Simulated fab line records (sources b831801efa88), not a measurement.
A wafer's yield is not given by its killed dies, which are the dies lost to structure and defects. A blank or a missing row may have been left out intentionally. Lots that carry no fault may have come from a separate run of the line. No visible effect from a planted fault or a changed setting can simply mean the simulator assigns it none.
Which tool was responsible?	flow gf180mcu	Sampling: 12 lots, 36 wafers, 6 of 602 route steps

## WHAT THE GAUGES SHOWED, per wafer
GF_V5_CD_MEAS_14: the cd target is 260 nm.
lot	measured	on	cd_nm (nm)
L886	day 27 11:21	cd_sem-01	260.3 259.0 260.3
L887	day 27 19:46	cd_sem-02	260.6 260.5 260.1
L888	day 28 12:14	cd_sem-02	259.9 259.9 259.6
L890	day 29 02:11	cd_sem-01	260.3 259.8 260.9
L891	day 29 06:10	cd_sem-02	258.6 257.4 258.9
L894	day 30 01:58	cd_sem-02	259.6 259.8 260.0
L896	day 30 19:14	cd_sem-01	256.8 258.4 257.4
L897	day 30 19:34	cd_sem-01	260.9 260.9 258.5
L898	day 31 05:00	cd_sem-01	261.4 261.0 260.7
L904	day 32 19:20	cd_sem-02	259.4 259.9 260.7
L906	day 33 05:50	cd_sem-02	261.0 259.8 259.0
L907	day 33 06:28	cd_sem-02	259.6 259.3 259.1

GF_V5_OVL_MEAS_15.
lot	measured	on	V5_OVL (nm)
L886	day 27 11:28	overlay-01	4 -3 0
L887	day 27 19:53	overlay-01	4 1 -10
L888	day 28 12:21	overlay-02	4 5 5
L890	day 29 02:18	overlay-02	2 -5 0
L891	day 29 06:16	overlay-01	-5 -6 -10
L894	day 30 02:05	overlay-01	-4 2 0
L896	day 30 19:19	overlay-01	-4 0 -9
L897	day 30 19:41	overlay-01	0 2 3
L898	day 31 05:07	overlay-01	-1 4 -2
L904	day 32 19:27	overlay-01	-1 1 -3
L906	day 33 05:57	overlay-01	-2 0 6
L907	day 33 06:35	overlay-01	-7 -3 -3

GF_V5_THK_MEAS_25: measures by xrf.
lot	measured	on	V5_W_THK (nm)
L886	day 27 12:32	film_metro-03	350 347 355
L887	day 27 21:01	film_metro-02	359 359 356
L888	day 28 13:26	film_metro-04	338 345 337
L890	day 29 03:23	film_metro-02	349 356 351
L891	day 29 07:22	film_metro-03	351 352 352
L894	day 30 03:09	film_metro-02	360 354 360
L896	day 30 20:22	film_metro-04	337 339 343
L897	day 30 20:45	film_metro-03	345 345 343
L898	day 31 06:10	film_metro-03	353 352 346
L904	day 32 20:31	film_metro-02	354 359 356
L906	day 33 07:01	film_metro-03	349 347 350
L907	day 33 07:39	film_metro-02	356 360 360

GF_TOP_METAL_RS_MEAS_05: a four-point-probe measurement.
lot	measured	on	TOP_METAL_ALCU_RS (ohm/sq)
L886	day 27 13:07	film_metro-04	0.0328 0.0325 0.0328
L887	day 27 21:35	film_metro-04	0.0329 0.0333 0.0334
L888	day 28 14:01	film_metro-03	0.0329 0.0332 0.0330
L890	day 29 04:01	film_metro-04	0.0327 0.0331 0.0332
L891	day 29 07:58	film_metro-04	0.0331 0.0329 0.0331
L894	day 30 03:44	film_metro-03	0.0330 0.0332 0.0330
L896	day 30 20:59	film_metro-04	0.0333 0.0335 0.0333
L897	day 30 21:20	film_metro-03	0.0334 0.0335 0.0331
L898	day 31 06:47	film_metro-03	0.0332 0.0330 0.0334
L904	day 32 21:06	film_metro-03	0.0387 0.0390 0.0388 0.0387 0.0390 0.0388
L906	day 33 07:35	film_metro-04	0.0399 0.0398 0.0399 0.0399 0.0398 0.0399
L907	day 33 08:14	film_metro-03	0.0327 0.0332 0.0333

GF_TOP_METAL_THK_MEAS_06: measures by xrf.
lot	measured	on	TOP_METAL_ALCU_THK (nm)
L886	day 27 13:14	film_metro-04	889 896 891
L887	day 27 21:43	film_metro-04	891 883 880
L888	day 28 14:08	film_metro-03	881 867 877
L890	day 29 04:07	film_metro-04	891 883 881
L891	day 29 08:04	film_metro-04	885 891 883
L894	day 30 03:51	film_metro-03	881 876 878
L896	day 30 21:04	film_metro-04	872 870 872
L897	day 30 21:27	film_metro-03	869 866 877
L898	day 31 06:53	film_metro-03	872 877 870
L904	day 32 22:43	film_metro-03	747 739 748 749 744 747
L906	day 33 10:18	film_metro-04	735 735 737 734 737 734
L907	day 33 08:21	film_metro-03	875 865 862

## TOOL THAT RAN EACH LOT (tool first, then ch and the chambers of the sampled wafers, then the start)
lot	GF_TOP_METAL_SPUTTER_02
L886	pvd_sputter-04, day 27 13:01
L887	pvd_sputter-01, day 27 21:30
L888	pvd_sputter-01, day 28 13:56
L890	pvd_sputter-04, day 29 03:54
L891	pvd_sputter-02, day 29 07:50
L894	pvd_sputter-01, day 30 03:38
L896	pvd_sputter-02, day 30 20:50
L897	pvd_sputter-04, day 30 21:14
L898	pvd_sputter-01, day 31 06:40
L904	pvd_sputter-02, day 32 21:01
L906	pvd_sputter-02, day 33 07:30
L907	pvd_sputter-04, day 33 08:08
- GF_TOP_METAL_SPUTTER_02: material AlCu, target thk 900 nm, time 47.82 s.

## WHAT THE TOOLS THEMSELVES READ (means of the sampled wafers that have a number; where no wafer has one, the mark that the record gives instead)
GF_TOP_METAL_SPUTTER_02.
lot	tool	cathode_dc_power_W (W)	throttle_valve_pct (%)
L886	pvd_sputter-04	10601	29.7
L887	pvd_sputter-01	10600	30.1
L888	pvd_sputter-01	10600	29.4
L890	pvd_sputter-04	10602	29.2
L891	pvd_sputter-02	10601	29.3
L894	pvd_sputter-01	10601	29.4
L896	pvd_sputter-02	10600	29.7
L897	pvd_sputter-04	10599	29.2
L898	pvd_sputter-01	10598	29.6
L904	pvd_sputter-02	9028	29.6
L906	pvd_sputter-02	9025	29.7
L907	pvd_sputter-04	10601	30.3

## THE ANSWER, worked out from the rows above alone
Rule: the lots themselves supply what counts as usual. The widest of any qualifying gaps counts: lots, ordered by their means at a reading, are off when they make up no more than a third of the lots, leave a main group of 4 or more, and stand apart from it by 3 or more times the standard deviation of that group's means. Not used: any main group whose means are identical at the precision the tables above print for the reading. Also off: a lot with no number at a reading for which 4 or more lots have one. Where the step has rows for the other lots, those lots are counted as sound. The gauges are gone through in route order, then the tools' own readings, and for those a lot's mean is taken as printed above. At the first step where some lot is off, the reading lying furthest off is the one used; lots without a number count as furthest.
Off: at GF_TOP_METAL_RS_MEAS_05 (TOP_METAL_ALCU_RS), L904, L906. The main group has a mean of 0.0331 ohm/sq with a standard deviation of 0.00018.
If a tool, at a process step before that reading, ran all the lots that are off and no sound lot after the first of them, it fits. The gauges at GF_TOP_METAL_RS_MEAS_05 aren't tried: what is off there is off at GF_TOP_METAL_SPUTTER_02 too, on other tools, and a gauge's error can't cause that. One fits: GF_TOP_METAL_SPUTTER_02 on pvd_sputter-02. A fault onset in the window from L896 (day 30 20:50, its last sound lot) to L904 (day 32 21:01, its first lot off) fits.
On the lots that are off, the tool's own readings at GF_TOP_METAL_SPUTTER_02 differ by more than 5 times the standard deviation of the sound lots' means, which bears it out; cathode_dc_power_W reads 9026 W there versus 10600 W on the sound lots.

## WHAT THE SIMULATOR HAD PUT IN
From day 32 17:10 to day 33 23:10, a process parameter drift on pvd_sputter-02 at GF_TOP_METAL_SPUTTER_02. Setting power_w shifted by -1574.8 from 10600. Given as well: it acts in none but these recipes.
Shown lots that were struck: L904, L906. This agrees with what the rule above found.
